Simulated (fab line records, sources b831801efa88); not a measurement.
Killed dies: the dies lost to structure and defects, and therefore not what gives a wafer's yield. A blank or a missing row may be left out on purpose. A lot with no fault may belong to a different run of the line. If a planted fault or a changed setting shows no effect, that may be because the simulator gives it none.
A lot that was struck, set against a sound lot    flow sky130    31 steps out of a route of 708
Sound: these wafers, L961.2, L961.3, L961.5. The struck wafers were L963.1, L963.4. Last of all comes the cause.
Per side, at each step with rows, come the tool, then ch with its chambers, and then its first start. Under that, the readings that differ: sound wafers    struck wafers    difference of the means    sigmas: that difference in standard deviations of wafers without a fault.
alike: words and numbers the same on both sides, and readings whose means are apart by under 2 such deviations; not compared: readings that were withheld, readings missing a value for some wafer, numbers with overlapping values and no deviation given by the record, and bounds like >300 which may hide the same value.
The two part at a step that has a row with sigmas, a row that says differs or no value, or rows on one side only. Numbers that have no deviation but don't overlap get no sigmas and don't part them. Lack of a reading on every wafer of one side parts them only where that side has two or more wafers.

SKY_LI_CONTACT_OVL_MEAS_13:
  sound on overlay-02 at day 29 14:57; struck on overlay-02 at day 30 15:08
  alike: LI_CONTACT_OVL
SKY_LI_CONTACT_ETCH_14: etches BARC in N2/H2, stops on SiO2, time 45.9 s, target depth 60 nm.
  sound on rie-diel-03 ch 0,2,3, day 29 14:59; struck on rie-diel-02 ch 1,3, day 30 15:10
  alike: drypump-motor-current-A, oes-product-au, throttle-valve-pct
  not compared: rf-hours-counter-h
then, 1 step without rows for these wafers: SKY_LI_CONTACT_ETCH_15 (etches PSG in C4F8/O2/Ar, stops on Si, target depth 600 nm).
SKY_LI_CONTACT_STRIP_16: strips in O2/N2.
  sound on plasma-asher-01 ch 0,1, day 29 15:07; struck on plasma-asher-02 ch 0,1, day 30 15:17
  alike: drypump-motor-current-A, oes-product-au, strip-time-to-endpoint-s
  not compared: rf-hours-counter-h
then, 5 steps without rows for these wafers: SKY_LI_CONTACT_CLEAN_17 (cleans in NMP, time 600 s); SKY_LI_CONTACT_PRE_CLEAN_18 (time 5.6 s); SKY_LI_CONTACT_SPUTTER_19 (material Ti, target thk 20 nm, time 106.37 s); SKY_LI_CONTACT_SPUTTER_20 (material TiN, target thk 20 nm, time 80 s); SKY_LI_CONTACT_CVD_21 (deposits W, target thk 400 nm, time 120.56 s).
SKY_LI_CONTACT_RS_MEAS_22: measures by four-point-probe.
  sound on film-metro-01 at day 29 15:42; struck on film-metro-02 at day 30 15:51
  alike: LI_CONTACT_W_RS
SKY_LI_CONTACT_THK_MEAS_23: measures by xrf.
  sound on film-metro-01 at day 29 15:49; struck on film-metro-02 at day 30 15:58
  alike: LI_CONTACT_W_THK
SKY_LI_CONTACT_CMP_24: polishes, stops on PSG, t overpolish 20 s, target thk 0 nm.
  sound on cmp-02 ch 2,3, day 29 15:55; struck on cmp-02 ch 1,2, day 30 16:02
  alike: motor-current-A, overpolish-run-s, time-to-endpoint-s
SKY_LOCAL_INTERCONNECT_SPUTTER_00: material TiN, target thk 100 nm, time 83.3 s.
  sound on pvd-sputter-03 at day 29 16:10; struck on pvd-sputter-01 at day 30 16:20
reading                                                 sound            struck       difference  sigmas
model.TiN_of_LOCAL_INTERCONNECT_SPUTTER_00.thk-nm (nm)  100 101.3 100.8  90.26 88.08  -11.53      
  alike: throttle-valve-pct
SKY_LOCAL_INTERCONNECT_RS_MEAS_01: measures by four-point-probe.
  sound on film-metro-04 at day 29 16:14; struck on film-metro-01 at day 30 16:23
reading                             sound              struck       difference  sigmas
LOCAL_INTERCONNECT_TIN_RS (ohm/sq)  14.12 13.93 14.00  15.75 16.17  +1.94       +11
SKY_LOCAL_INTERCONNECT_THK_MEAS_02: measures by xrf.
  sound on film-metro-04 at day 29 16:21; struck on film-metro-01 at day 30 16:31
reading                          sound              struck     difference  sigmas
LOCAL_INTERCONNECT_TIN_THK (nm)  100.0 101.3 100.5  89.6 88.1  -11.8       -9
then, 8 steps without rows for these wafers: SKY_LOCAL_INTERCONNECT_DEHYDRATE_03 (time 60 s); SKY_LOCAL_INTERCONNECT_HMDS_04 (prime time 60 s); SKY_LOCAL_INTERCONNECT_COAT_05 (resist thk 60 nm); SKY_LOCAL_INTERCONNECT_COAT_06 (resist thk 450 nm); SKY_LOCAL_INTERCONNECT_SOFTBAKE_07 (time 90 s); SKY_LOCAL_INTERCONNECT_EXPOSE_08 (exposes mask LI1M, target cd 170 nm); SKY_LOCAL_INTERCONNECT_PEB_09; SKY_LOCAL_INTERCONNECT_DEVELOP_10 (develop time 60 s).
SKY_LOCAL_INTERCONNECT_CD_MEAS_11: the cd target is 170 nm.
  sound on cd-sem-01 at day 30 19:31; struck on cd-sem-01 at day 31 20:33
  alike: cd-nm
SKY_LOCAL_INTERCONNECT_OVL_MEAS_12:
  sound on overlay-01 at day 30 19:37; struck on overlay-02 at day 31 20:40
  alike: LOCAL_INTERCONNECT_OVL
SKY_LOCAL_INTERCONNECT_ETCH_13: etches BARC in N2/H2, stops on SiO2, time 45.9 s, target depth 60 nm.
  sound on rie-metal-04 ch 0,1, day 30 19:39; struck on rie-metal-04 ch 1, day 31 20:42
  alike: drypump-motor-current-A, oes-product-au, throttle-valve-pct
  not compared: rf-hours-counter-h
SKY_LOCAL_INTERCONNECT_METAL_ETCH_14: etches TiN in Cl2/BCl3, stops on PSG, target depth 110 nm, time 31.4 s.
  sound on rie-metal-04 ch 0,1, day 30 19:43; struck on rie-metal-04 ch 1, day 31 20:46
reading                 sound                 struck         difference  sigmas
oes-product-au (a.u.)   0.938 0.945 0.957     0.890 0.867    -0.068      -8
throttle-valve-pct (%)  21.908 21.904 21.903  21.920 21.959  +0.035      +4
  alike: drypump-motor-current-A
  not compared: rf-hours-counter-h
SKY_LOCAL_INTERCONNECT_STRIP_15: strips in O2/N2.
  sound on plasma-asher-02 ch 0, day 30 19:46; struck on plasma-asher-04 ch 1, day 31 20:49
  alike: drypump-motor-current-A, oes-product-au, strip-time-to-endpoint-s
  not compared: rf-hours-counter-h
SKY_LOCAL_INTERCONNECT_STRIP_16: strips in post etch residue remover, time 1200 s.
  sound on wet-bench-03 ch 3, day 30 19:52; struck on wet-bench-02 ch 1, day 31 20:55
reading                                                 sound              struck       difference  sigmas
model.TiN_of_LOCAL_INTERCONNECT_SPUTTER_00.thk-nm (nm)  99.62 100.9 100.4  89.83 87.65  -11.57      
then, 1 step without rows for these wafers: SKY_LOCAL_INTERCONNECT_CLEAN_17 (cleans in IPA, time 180 s).
-- record jumps: 15 days separate the struck wafers' starts on either side; left off in module LOCAL_INTERCONNECT, taken up again in module PAD_OPEN, whose first shown step is the route's number 708 --
SKY_PAD_OPEN_PROBE_99:
  sound on prober-01 at day 46 05:03; struck on prober-02 at day 46 22:21
reading                         sound              struck       difference  sigmas
model.etest.res-li.line-ohm-um  74.89 73.9 75.49   82.57 84.89  +8.97       
model.etest.res-li.rs-ohm-sq    12.77 12.55 12.57  14.17 14.49  +1.70       
  alike: killed_at_M0_to_M3, killed_at_M4_up, killed-at-contacts, killed-at-front-end, killed-at-other, killed-dies, killed-open, killed-short

== WHERE THEY PART ==
At SKY_LOCAL_INTERCONNECT_RS_MEAS_01 first; at SKY_LOCAL_INTERCONNECT_METAL_ETCH_14 last (within this record only). Later steps at which nothing parts them and some readings are alike: SKY_LOCAL_INTERCONNECT_STRIP_15, SKY_PAD_OPEN_PROBE_99.

WHY: whatever the simulator had introduced
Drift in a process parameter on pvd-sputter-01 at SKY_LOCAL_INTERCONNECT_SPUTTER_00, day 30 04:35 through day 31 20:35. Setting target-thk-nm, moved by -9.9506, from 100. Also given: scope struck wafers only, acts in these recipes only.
